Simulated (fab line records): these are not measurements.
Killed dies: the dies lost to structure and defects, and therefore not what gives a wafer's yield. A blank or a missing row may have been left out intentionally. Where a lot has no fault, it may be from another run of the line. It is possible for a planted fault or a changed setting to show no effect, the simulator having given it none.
fab line records    flow sky130
record: lots: 24  wafers: 72  last-day: 50
route steps=708 shown LOCAL_INTERCONNECT@398 VIA1@472 METAL2@499 VIA2@510 METAL3@533
lots that met no fault: taken from a fault-free run of the same line
start-h: the number of hours between the record's first day and the start of the first shown wafer of the lot    wait-h: time in hours since the lot's previous step    " repeats the value in the row above    L1.1+2: a row that stands for several wafers    - no value present, or no start provided    * or withheld: withheld    < > ~ a bound
route shown NAME@n: NAME is a module with steps in the file, n the number in the route of the first one    usual: mean/standard deviation taken from wafers without a fault    same: alike in all rows    chamber/n: place in a boat    sites: the reading at each site    _std_site: their standard deviation    _edge_site: inner sites' mean taken away from outer sites' mean    radius-mm: for every site, how far away it sits from the centre of the wafer    mask NAME#n: copy n    behind: the most recent tool/chamber to have shaped the wafer    hold: why the lot was held/for how many hours/how that ended    device: which transistor (n, p or np) failed to switch    end of line: at the end of the route, the tests of the same wafers    a step given without rows: its recipe and nothing more    killed: dies lost to structure and defects at the first sort, not the wafer's yield    map: shows each die of a wafer: x if killed, . if not, _ if none is there
set.NAME: setting as actually run; set.NAME@STEP: the setting as run at that earlier step    model.NAME: the simulator's own value behind a step, which no gauge read
a sample of lots followed through the steps of the route, with each step as a table and each wafer as a row
services: from which hour (start-h, from the record's first day; less than 0 if before it) a tool's chamber was out of use, for how many hours, and why
== steps ==
step: SKY_LOCAL_INTERCONNECT_CD_MEAS_11
recipe: target-cd-nm: 170
usual: cd-nm: 170.4/1.4
lot.wafer  tool       chamber  start-h  wait-h  cd-nm
L074.1     cd-sem-01  -        700.66   -       170.8
L074.5     "          -        "        "       171.3
L074.6     "          -        "        "       171.4
L075.1     cd-sem-02  -        710.16   -       169.9
L075.2     "          -        "        "       169.6
L075.5     "          -        "        "       169.3
L076.1     cd-sem-01  -        722.50   -       169.9
L076.2     "          -        "        "       169.7
L076.4     "          -        "        "       168.1
L077.2     cd-sem-01  -        722.98   -       169.8
L077.4     "          -        "        "       168.9
L077.5     "          -        "        "       168.8
L078.3     cd-sem-01  -        730.99   -       172.1
L078.4     "          -        "        "       172.1
L078.6     "          -        "        "       172.0
L079.2     cd-sem-02  -        746.82   -       172.5
L079.4     "          -        "        "       170.9
L079.5     "          -        "        "       170.9
L080.3     cd-sem-01  -        748.90   -       172.1
L080.5     "          -        "        "       170.2
L080.6     "          -        "        "       173.3
L081.2     cd-sem-02  -        756.93   -       171.9
L081.5     "          -        "        "       172.9
L081.6     "          -        "        "       172.9
L082.3     cd-sem-01  -        760.89   -       168.4
L082.4     "          -        "        "       169.1
L082.5     "          -        "        "       167.7
L083.4     cd-sem-01  -        777.07   -       171.2
L083.5     "          -        "        "       169.2
L083.6     "          -        "        "       169.3
L084.3     cd-sem-01  -        782.44   -       169.8
L084.5     "          -        "        "       169.5
L084.6     "          -        "        "       171.1
L085.1     cd-sem-02  -        783.56   -       171.3
L085.3     "          -        "        "       170.7
L085.5     "          -        "        "       169.5
L086.2     cd-sem-02  -        800.97   -       170.0
L086.3     "          -        "        "       171.6
L086.6     "          -        "        "       169.7
L087.2     cd-sem-01  -        808.87   -       171.9
L087.5     "          -        "        "       171.0
L087.6     "          -        "        "       171.4
L088.1     cd-sem-02  -        814.96   -       171.9
L088.2     "          -        "        "       170.0
L088.5     "          -        "        "       167.8
L089.2     cd-sem-02  -        860.23   -       168.7
L089.3     "          -        "        "       167.9
L089.5     "          -        "        "       170.4
L090.3     cd-sem-02  -        860.99   -       170.9
L090.4     "          -        "        "       170.9
L090.6     "          -        "        "       170.2
L092.2     cd-sem-02  -        863.32   -       172.1
L092.3     "          -        "        "       172.6
L092.6     "          -        "        "       171.9
L093.1     cd-sem-01  -        865.70   -       169.5
L093.2     "          -        "        "       169.7
L093.3     "          -        "        "       170.5
L091.1     cd-sem-02  -        866.05   -       173.8
L091.3     "          -        "        "       170.5
L091.4     "          -        "        "       171.3
L095.2     cd-sem-01  -        867.47   -       168.9
L095.3     "          -        "        "       167.9
L095.5     "          -        "        "       168.9
L094.2     cd-sem-01  -        869.37   -       172.0
L094.4     "          -        "        "       171.3
L094.6     "          -        "        "       172.1
L096.2     cd-sem-02  -        870.97   -       170.0
L096.3     "          -        "        "       170.6
L096.5     "          -        "        "       171.8
L097.2     cd-sem-01  -        881.07   -       168.2
L097.5     "          -        "        "       168.8
L097.6     "          -        "        "       168.4
step: SKY_VIA1_ETCH_14
recipe: chemistry: N2/H2  target: BARC  ion-energy-ev: 200  source-w: 500  bias-w: 100  pressure-mtorr: 30  n2-flow-sccm: 100  h2-flow-sccm: 200  stop-on: SiO2  time-s: 45.9  target-depth-a: 600
usual: drypump-motor-current-A: 5.7/0.44  oes-product-au: 0.854/0.0043  throttle-valve-pct: 13.225/0.0096
same: time-s: 45.9
lot.wafer  tool         chamber  start-h  wait-h  drypump-motor-current-A  oes-product-au  rf-hours-counter-h  throttle-valve-pct
L074.1     rie-diel-01  2        786.27   0.0     4.9                      0.859           17                  13.219
L074.5     "            3        "        "       5.9                      0.860           -                   13.227
L074.6     "            1        "        "       4.8                      0.856           -                   13.234
L075.1     rie-diel-01  3        796.11   0.0     5.9                      0.858           11                  13.212
L075.2     "            2        "        "       4.9                      0.858           17                  13.217
L075.5     "            3        "        "       5.8                      0.853           -                   13.219
L076.1     rie-diel-04  1        806.92   0.0     5.8                      0.859           11                  13.244
L076.2     "            3        "        "       5.8                      0.857           20                  13.221
L076.4     "            2        "        "       6.2                      0.850           1                   13.231
L077.2     rie-diel-03  0        807.46   0.0     5.7                      0.852           6                   13.224
L077.4     "            1        "        "       5.6                      0.850           32                  13.228
L077.5     "            3        "        "       5.4                      0.849           -                   13.227
L078.3     rie-diel-03  1        816.37   0.0     5.6                      0.851           32                  13.242
L078.4     "            1        "        "       5.6                      0.859           -                   13.229
L078.6     "            2        "        "       6.4                      0.858           -                   13.235
L079.2     rie-diel-03  0        830.42   0.0     5.6                      0.859           7                   13.222
L079.4     "            0        "        "       5.7                      0.851           -                   13.223
L079.5     "            2        "        "       6.4                      0.855           -                   13.230
L080.3     rie-diel-04  3        833.46   0.0     5.8                      0.863           21                  13.224
L080.5     "            3        "        "       5.9                      0.853           -                   13.224
L080.6     "            0        "        "       5.5                      0.853           -                   13.206
L081.2     rie-diel-01  0        840.87   0.0     6.1                      0.862           0                   13.219
L081.5     "            3        "        "       5.9                      0.856           -                   13.213
L081.6     "            0        "        "       6.1                      0.853           -                   13.238
L082.3     rie-diel-04  3        844.91   0.0     5.9                      0.849           21                  13.228
L082.4     "            1        "        "       5.9                      0.854           12                  13.227
L082.5     "            0        "        "       5.5                      0.858           -                   13.236
L083.4     rie-diel-01  2        862.02   0.0     4.9                      0.857           19                  13.220
L083.5     "            3        "        "       5.9                      0.847           -                   13.217
L083.6     "            0        "        "       6.1                      0.850           -                   13.225
L084.3     rie-diel-01  3        867.12   0.0     5.9                      0.855           13                  13.222
L084.5     "            0        "        "       6.1                      0.861           -                   13.220
L084.6     "            3        "        "       5.9                      0.852           -                   13.226
L085.1     rie-diel-03  3        867.47   0.0     5.4                      0.849           19                  13.203
L085.3     "            2        "        "       6.4                      0.850           7                   13.222
L085.5     "            1        "        "       5.6                      0.854           -                   13.208
L086.2     rie-diel-03  0        882.92   0.0     5.6                      0.849           9                   13.225
L086.3     "            1        "        "       5.6                      0.844           1                   13.223
L086.6     "            0        "        "       5.7                      0.852           -                   13.252
L087.2     rie-diel-04  3        889.81   0.0     5.8                      0.854           22                  13.230
L087.5     "            0        "        "       5.5                      0.847           -                   13.230
L087.6     "            3        "        "       5.8                      0.857           -                   13.224
L088.1     rie-diel-04  0        894.62   0.0     5.4                      0.846           10                  13.212
L088.2     "            3        "        "       5.9                      0.852           22                  13.215
L088.5     "            2        "        "       6.2                      0.862           -                   13.236
L089.2     rie-diel-01  3        935.01   0.0     5.8                      0.856           16                  13.221
L089.3     "            0        "        "       6.1                      0.860           3                   13.240
L089.5     "            0        "        "       6.1                      0.855           -                   13.211
L090.3     rie-diel-03  0        939.42   0.0     5.7                      0.856           10                  13.238
L090.4     "            0        "        "       5.7                      0.855           -                   13.235
L090.6     "            1        "        "       5.6                      0.861           -                   13.221
L092.2     rie-diel-03  1        940.82   0.0     5.6                      0.845           2                   13.238
L092.3     "            0        "        "       5.7                      0.863           10                  13.235
L092.6     "            0        "        "       5.7                      0.853           -                   13.219
L093.1     rie-diel-01  2        942.83   0.0     4.9                      0.850           22                  13.216
L093.2     "            0        "        "       6.1                      0.854           4                   13.210
L093.3     "            3        "        "       5.9                      0.852           17                  13.208
L091.1     rie-diel-04  3        943.27   0.0     5.9                      0.853           24                  13.219
L091.3     "            2        "        "       6.2                      0.858           4                   13.231
L091.4     "            1        "        "       5.9                      0.852           14                  13.208
L095.2     rie-diel-01  3        944.22   0.0     5.8                      0.857           17                  13.228
L095.3     "            2        "        "       4.9                      0.857           22                  13.238
L095.5     "            0        "        "       6.1                      0.847           -                   13.214
L094.2     rie-diel-03  3        945.17   0.0     5.4                      0.854           0                   13.224
L094.4     "            1        "        "       5.6                      0.855           3                   13.235
L094.6     "            1        "        "       5.6                      0.853           -                   13.206
L096.2     rie-diel-03  3        947.79   0.0     5.4                      0.857           0                   13.223
L096.3     "            2        "        "       6.4                      0.861           9                   13.219
L096.5     "            0        "        "       5.7                      0.858           -                   13.229
L097.2     rie-diel-03  1        955.56   0.0     5.6                      0.854           3                   13.216
L097.5     "            3        "        "       5.4                      0.851           -                   13.232
L097.6     "            2        "        "       6.3                      0.854           -                   13.216
step: SKY_METAL2_OVL_MEAS_16
usual: METAL2_OVL: 1/4.7
lot.wafer  tool        chamber  start-h  wait-h  METAL2_OVL[nm]
L074.1     overlay-02  -        814.43   0.1     14
L074.5     "           -        "        "       6
L074.6     "           -        "        "       8
L075.1     overlay-01  -        823.78   0.1     7
L075.2     "           -        "        "       -3
L075.5     "           -        "        "       0
L076.1     overlay-01  -        834.62   0.1     1
L076.2     "           -        "        "       0
L076.4     "           -        "        "       3
L077.2     overlay-01  -        835.88   0.1     3
L077.4     "           -        "        "       2
L077.5     "           -        "        "       6
L078.3     overlay-01  -        845.23   0.1     2
L078.4     "           -        "        "       -2
L078.6     "           -        "        "       0
L079.2     overlay-01  -        858.53   0.1     -1
L079.4     "           -        "        "       3
L079.5     "           -        "        "       -11
L080.3     overlay-02  -        860.70   0.1     5
L080.5     "           -        "        "       7
L080.6     "           -        "        "       -4
L081.2     overlay-02  -        868.53   0.1     4
L081.5     "           -        "        "       -4
L081.6     "           -        "        "       -2
L082.3     overlay-02  -        871.90   0.1     0
L082.4     "           -        "        "       6
L082.5     "           -        "        "       0
L083.4     overlay-01  -        887.14   0.1     -5
L083.5     "           -        "        "       10
L083.6     "           -        "        "       11
L084.3     overlay-01  -        891.89   0.1     5
L084.5     "           -        "        "       5
L084.6     "           -        "        "       3
L085.1     overlay-01  -        892.82   0.1     7
L085.3     "           -        "        "       5
L085.5     "           -        "        "       4
L086.2     overlay-02  -        905.99   0.1     -8
L086.3     "           -        "        "       1
L086.6     "           -        "        "       -7
L087.2     overlay-01  -        916.54   0.1     2
L087.5     "           -        "        "       1
L087.6     "           -        "        "       6
L088.1     overlay-01  -        920.38   0.1     5
L088.2     "           -        "        "       10
L088.5     "           -        "        "       5
L089.2     overlay-01  -        960.03   0.1     -1
L089.3     "           -        "        "       -5
L089.5     "           -        "        "       5
L090.3     overlay-02  -        964.55   0.1     -4
L090.4     "           -        "        "       -10
L090.6     "           -        "        "       -8
L092.2     overlay-02  -        966.58   0.1     8
L092.3     "           -        "        "       5
L092.6     "           -        "        "       -2
L093.1     overlay-01  -        968.67   0.1     2
L093.2     "           -        "        "       4
L093.3     "           -        "        "       1
L091.1     overlay-02  -        968.73   0.1     -1
L091.3     "           -        "        "       -4
L091.4     "           -        "        "       -4
L095.2     overlay-02  -        969.79   0.1     1
L095.3     "           -        "        "       4
L095.5     "           -        "        "       -1
L094.2     overlay-02  -        970.48   0.1     -9
L094.4     "           -        "        "       -5
L094.6     "           -        "        "       -1
L096.2     overlay-02  -        973.08   0.1     3
L096.3     "           -        "        "       0
L096.5     "           -        "        "       5
L097.2     overlay-02  -        980.43   0.1     1
L097.5     "           -        "        "       -3
L097.6     "           -        "        "       3
step: SKY_VIA2_BOW_MEAS_03
recipe: mode: bow
usual: VIA2_BOW: 87/7.3
lot.wafer  tool           chamber  start-h  wait-h  VIA2_BOW[um]
L074.1     film-metro-03  -        815.76   0.1     85
L074.5     "              -        "        "       92
L074.6     "              -        "        "       95
L075.1     film-metro-03  -        825.11   0.2     90
L075.2     "              -        "        "       82
L075.5     "              -        "        "       81
L076.1     film-metro-01  -        835.93   0.2     93
L076.2     "              -        "        "       79
L076.4     "              -        "        "       93
L077.2     film-metro-01  -        837.26   0.2     91
L077.4     "              -        "        "       91
L077.5     "              -        "        "       79
L078.3     film-metro-01  -        846.56   0.2     89
L078.4     "              -        "        "       89
L078.6     "              -        "        "       92
L079.2     film-metro-01  -        860.02   0.1     92
L079.4     "              -        "        "       88
L079.5     "              -        "        "       83
L080.3     film-metro-01  -        862.02   0.1     87
L080.5     "              -        "        "       78
L080.6     "              -        "        "       76
L081.2     film-metro-03  -        869.98   0.4     79
L081.5     "              -        "        "       82
L081.6     "              -        "        "       71
L082.3     film-metro-03  -        873.22   0.2     84
L082.4     "              -        "        "       84
L082.5     "              -        "        "       89
L083.4     film-metro-03  -        888.48   0.2     79
L083.5     "              -        "        "       89
L083.6     "              -        "        "       78
L084.3     film-metro-01  -        893.24   0.2     89
L084.5     "              -        "        "       88
L084.6     "              -        "        "       86
L085.1     film-metro-03  -        894.13   0.1     95
L085.3     "              -        "        "       86
L085.5     "              -        "        "       98
L086.2     film-metro-02  -        907.37   0.3     78
L086.3     "              -        "        "       74
L086.6     "              -        "        "       87
L087.2     film-metro-02  -        917.85   0.2     90
L087.5     "              -        "        "       92
L087.6     "              -        "        "       98
L088.1     film-metro-02  -        921.68   0.1     105
L088.2     "              -        "        "       95
L088.5     "              -        "        "       81
L089.2     film-metro-02  -        961.34   0.3     85
L089.3     "              -        "        "       82
L089.5     "              -        "        "       92
L090.3     film-metro-01  -        965.87   0.1     88
L090.4     "              -        "        "       86
L090.6     "              -        "        "       81
L092.2     film-metro-03  -        967.89   0.3     76
L092.3     "              -        "        "       89
L092.6     "              -        "        "       80
L093.1     film-metro-01  -        969.97   0.2     88
L093.2     "              -        "        "       96
L093.3     "              -        "        "       94
L091.1     film-metro-02  -        970.03   0.2     70
L091.3     "              -        "        "       82
L091.4     "              -        "        "       82
L095.2     film-metro-01  -        971.32   0.1     91
L095.3     "              -        "        "       96
L095.5     "              -        "        "       93
L094.2     film-metro-03  -        971.83   0.2     77
L094.4     "              -        "        "       90
L094.6     "              -        "        "       82
L096.2     film-metro-01  -        974.61   0.1     82
L096.3     "              -        "        "       89
L096.5     "              -        "        "       82
L097.2     film-metro-03  -        981.74   0.1     77
L097.5     "              -        "        "       77
L097.6     "              -        "        "       83
step: SKY_VIA2_CD_MEAS_12
recipe: target-cd-nm: 200
usual: cd-nm: 200.0/1.5
lot.wafer  tool       chamber  start-h  wait-h  cd-nm
L074.1     cd-sem-01  -        841.60   -       200.1
L074.5     "          -        "        "       200.0
L074.6     "          -        "        "       199.8
L075.1     cd-sem-01  -        851.40   -       196.2
L075.2     "          -        "        "       199.9
L075.5     "          -        "        "       197.5
L076.1     cd-sem-02  -        862.21   -       198.8
L076.2     "          -        "        "       198.2
L076.4     "          -        "        "       198.8
L077.2     cd-sem-02  -        863.83   -       199.1
L077.4     "          -        "        "       198.9
L077.5     "          -        "        "       198.7
L078.3     cd-sem-02  -        872.24   -       200.0
L078.4     "          -        "        "       200.7
L078.6     "          -        "        "       199.7
L079.2     cd-sem-02  -        883.88   -       200.5
L079.4     "          -        "        "       198.9
L079.5     "          -        "        "       201.3
L080.3     cd-sem-01  -        886.30   -       198.3
L080.5     "          -        "        "       198.0
L080.6     "          -        "        "       198.6
L081.2     cd-sem-02  -        893.07   -       200.3
L081.5     "          -        "        "       199.8
L081.6     "          -        "        "       199.1
L082.3     cd-sem-01  -        895.69   -       199.1
L082.4     "          -        "        "       199.4
L082.5     "          -        "        "       198.7
L083.4     cd-sem-02  -        911.01   -       199.9
L083.5     "          -        "        "       200.2
L083.6     "          -        "        "       199.0
L084.3     cd-sem-02  -        917.87   -       199.6
L084.5     "          -        "        "       198.4
L084.6     "          -        "        "       198.7
L085.1     cd-sem-02  -        918.19   -       197.4
L085.3     "          -        "        "       198.7
L085.5     "          -        "        "       197.4
L086.2     cd-sem-02  -        933.13   -       200.1
L086.3     "          -        "        "       200.0
L086.6     "          -        "        "       200.2
L087.2     cd-sem-02  -        942.48   -       200.9
L087.5     "          -        "        "       201.5
L087.6     "          -        "        "       200.4
L088.1     cd-sem-02  -        946.10   -       199.4
L088.2     "          -        "        "       200.6
L088.5     "          -        "        "       201.0
L089.2     cd-sem-02  -        984.97   -       200.4
L089.3     "          -        "        "       200.4
L089.5     "          -        "        "       198.7
L090.3     cd-sem-02  -        988.94   -       201.5
L090.4     "          -        "        "       201.3
L090.6     "          -        "        "       201.3
L092.2     cd-sem-02  -        991.13   -       199.3
L092.3     "          -        "        "       200.5
L092.6     "          -        "        "       199.9
L093.1     cd-sem-01  -        993.21   -       201.5
L093.2     "          -        "        "       200.6
L093.3     "          -        "        "       199.9
L091.1     cd-sem-02  -        993.40   -       202.8
L091.3     "          -        "        "       202.9
L091.4     "          -        "        "       201.1
L095.2     cd-sem-01  -        995.17   -       200.9
L095.3     "          -        "        "       200.7
L095.5     "          -        "        "       201.2
L094.2     cd-sem-01  -        995.52   -       200.3
L094.4     "          -        "        "       200.1
L094.6     "          -        "        "       200.1
L096.2     cd-sem-01  -        997.92   -       201.9
L096.3     "          -        "        "       203.2
L096.5     "          -        "        "       203.3
L097.2     cd-sem-02  -        1004.67  -       200.1
L097.5     "          -        "        "       200.1
L097.6     "          -        "        "       200.4
step: SKY_METAL3_SPUTTER_01
recipe: material: TiN  target-thk-nm: 20  power-w: 6500  time-s: 16.7  chamber-pressure-pa: 0.4
usual: throttle-valve-pct: 29.8/1.4
same: time-s: 16.7
lot.wafer  tool            chamber  start-h  wait-h  throttle-valve-pct
L074.1     pvd-sputter-03  -        843.15   0.0     29.6
L074.5     "               -        "        "       29.4
L074.6     "               -        "        "       31.7
L075.1     pvd-sputter-04  -        852.95   0.0     31.0
L075.2     "               -        "        "       28.6
L075.5     "               -        "        "       30.8
L076.1     pvd-sputter-01  -        863.76   0.0     33.0
L076.2     "               -        "        "       29.8
L076.4     "               -        "        "       29.7
L077.2     pvd-sputter-01  -        865.36   0.0     29.6
L077.4     "               -        "        "       29.6
L077.5     "               -        "        "       30.1
L078.3     pvd-sputter-01  -        873.88   0.0     29.9
L078.4     "               -        "        "       28.8
L078.6     "               -        "        "       33.1
L079.2     pvd-sputter-03  -        885.44   0.0     31.4
L079.4     "               -        "        "       29.7
L079.5     "               -        "        "       29.9
L080.3     pvd-sputter-04  -        887.81   0.0     28.4
L080.5     "               -        "        "       28.5
L080.6     "               -        "        "       30.8
L081.2     pvd-sputter-04  -        894.64   0.0     28.8
L081.5     "               -        "        "       28.5
L081.6     "               -        "        "       31.0
L082.3     pvd-sputter-03  -        897.20   0.0     28.0
L082.4     "               -        "        "       29.4
L082.5     "               -        "        "       28.1
L083.4     pvd-sputter-04  -        912.51   0.0     31.2
L083.5     "               -        "        "       28.3
L083.6     "               -        "        "       31.2
L084.3     pvd-sputter-03  -        919.68   0.0     31.7
L084.5     "               -        "        "       27.8
L084.6     "               -        "        "       29.7
L085.1     pvd-sputter-01  -        919.78   0.0     29.8
L085.3     "               -        "        "       29.7
L085.5     "               -        "        "       29.7
L086.2     pvd-sputter-03  -        934.66   0.0     31.7
L086.3     "               -        "        "       29.5
L086.6     "               -        "        "       29.8
L087.2     pvd-sputter-03  -        944.01   0.0     29.6
L087.5     "               -        "        "       27.8
L087.6     "               -        "        "       29.5
L088.1     pvd-sputter-04  -        947.69   0.0     30.8
L088.2     "               -        "        "       28.5
L088.5     "               -        "        "       28.4
L089.2     pvd-sputter-01  -        986.50   0.0     33.0
L089.3     "               -        "        "       29.7
L089.5     "               -        "        "       33.1
L090.3     pvd-sputter-04  -        990.46   0.0     28.4
L090.4     "               -        "        "       31.0
L090.6     "               -        "        "       31.0
L092.2     pvd-sputter-03  -        992.66   0.0     29.8
L092.3     "               -        "        "       28.0
L092.6     "               -        "        "       29.4
L093.1     pvd-sputter-04  -        994.76   0.0     28.5
L093.2     "               -        "        "       31.0
L093.3     "               -        "        "       28.6
L091.1     pvd-sputter-01  -        994.95   0.0     29.5
L091.3     "               -        "        "       29.7
L091.4     "               -        "        "       33.0
L095.2     pvd-sputter-04  -        996.70   0.0     28.4
L095.3     "               -        "        "       31.0
L095.5     "               -        "        "       30.5
L094.2     pvd-sputter-03  -        997.10   0.0     28.1
L094.4     "               -        "        "       28.0
L094.6     "               -        "        "       29.7
L096.2     pvd-sputter-03  -        999.47   0.0     31.5
L096.3     "               -        "        "       29.6
L096.5     "               -        "        "       28.2
L097.2     pvd-sputter-04  -        1006.20  0.0     30.9
L097.5     "               -        "        "       28.5
L097.6     "               -        "        "       30.9
== services ==
tool            chamber  start-h  hours  kind
rie-diel-03     0        769.39   13.0   repair
pvd-sputter-03  -        771.12   3.3    repair
rie-diel-01     0        775.48   26.3   repair
rie-diel-01     1        794.19   12.3   repair
rie-diel-03     3        815.33   17.0   repair
rie-diel-03     1        824.74   5.7    repair
rie-diel-03     1        832.30   -      clean
rie-diel-03     1        832.30   27.0   scheduled-down
rie-diel-03     1        832.30   27.0   vent-cycle
rie-diel-04     -        864.07   14.6   pm
pvd-sputter-03  -        873.25   0.6    repair
rie-diel-01     2        880.94   21.7   repair
rie-diel-03     2        884.18   3.3    repair
rie-diel-03     2        891.33   4.2    repair
rie-diel-01     0        897.40   9.5    repair
rie-diel-03     -        908.74   0.5    repair
rie-diel-01     1        912.17   9.8    repair
rie-diel-04     -        920.11   7.0    repair
rie-diel-03     3        923.65   -      clean
rie-diel-03     1        935.51   2.7    repair
rie-diel-01     1        942.67   14.7   repair
rie-diel-03     -        954.04   1.1    repair
rie-diel-01     0        979.43   36.3   repair
rie-diel-01     -        980.64   2.8    pm
== key ==
fault none
